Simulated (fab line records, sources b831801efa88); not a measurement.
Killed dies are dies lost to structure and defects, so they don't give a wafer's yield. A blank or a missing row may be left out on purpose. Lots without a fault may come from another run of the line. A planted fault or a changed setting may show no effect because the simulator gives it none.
Problem report in the 8D (eight disciplines) form, filled by code | flow sky130 | the parts of the form that need people (team, actions taken, sign-off) are left out

1. THE PROBLEM
run_length_s at SKY_FIELD_ISO_ETCH_17 reads a mean of 91.5 s on 2 wafers of 2 lots; wafers without a fault read 126.0 s with a standard deviation of 0.46. That is -75 standard deviations from the usual mean.
The step: etches Si in HBr/Cl2/O2, target depth 342 nm, time 97.7 s.
First seen on wafer L622.3, day 5 10:55, on rie_si-02. The record holds 37 wafers of 13 lots with a number at this step. Rule for "out", or "out of limits": more than 4 standard deviations from the usual mean. The other wafers with a number count as sound.

2. WHAT IT IS AND WHAT IT IS NOT
question                    | is               | is not
which readings at this step | run_length_s     | drypump_motor_current_A, oes_product_au, throttle_valve_pct
which lots                  | L622, L625       | L607, L608, L611, L612, L613, L614, L615, L616, L620, L621, L624
which wafers of those lots  | L622.3, L625.1   | L622.6, L625.6
read on which tools         | rie_si-02        | rie_si-01
when                        | from day 5 10:55 | up to then (31 sound wafers); but 4 sound wafers of L624, L625 came after

3. SUSPECTS, AND WHAT RULES EACH OUT
Counting: a tool at a process step up to the reading stays a suspect if it ran every lot that is out. Sound lots after the first of them don't rule it out here, since some wafers of a struck lot are sound.
- rie_si-02 at SKY_FIELD_ISO_ETCH_17 (etches Si in HBr/Cl2/O2, target depth 342 nm, time 97.7 s): kept. It ran every lot that is out, first L622 (day 5 10:55); its last sound lot up to then is L620 (day 4 23:31). Its own readings are out on those wafers: run_length_s.
Left after counting: rie_si-02 at SKY_FIELD_ISO_ETCH_17.

4. THE CAUSE (what the simulator had put in)
Process parameter drift: rie_si-02, from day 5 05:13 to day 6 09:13, at SKY_FIELD_ISO_ETCH_17. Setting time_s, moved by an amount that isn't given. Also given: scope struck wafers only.
Counting left only this tool.

5. THE CHAIN OF EFFECTS, in route order
Each row: a reading whose mean over the struck wafers that have a number lies more than 3 standard deviations from the usual. Only readings for which the record gives a usual standard deviation are gone through. hours: the time from each lot's start at the first step in this table that gives one to its start at this step, as a median over the lots. sigmas: the change in usual standard deviations.
hours | step                  | reading      | usual   | on struck wafers | change | sigmas
0     | SKY_FIELD_ISO_ETCH_17 | run_length_s | 126.0 s | 91.5             | -34.5  | -75
The process steps in it:
- SKY_FIELD_ISO_ETCH_17: etches Si in HBr/Cl2/O2, target depth 342 nm, time 97.7 s.
Readings that are blank on the struck wafers while sound wafers have them: rf_fwd_power_W at SKY_FIELD_ISO_ETCH_17.

6. WHAT WOULD HAVE CAUGHT IT SOONER
In this record the first reading out of limits was taken at day 5 10:55, 6 hours after the fault began at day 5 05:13.
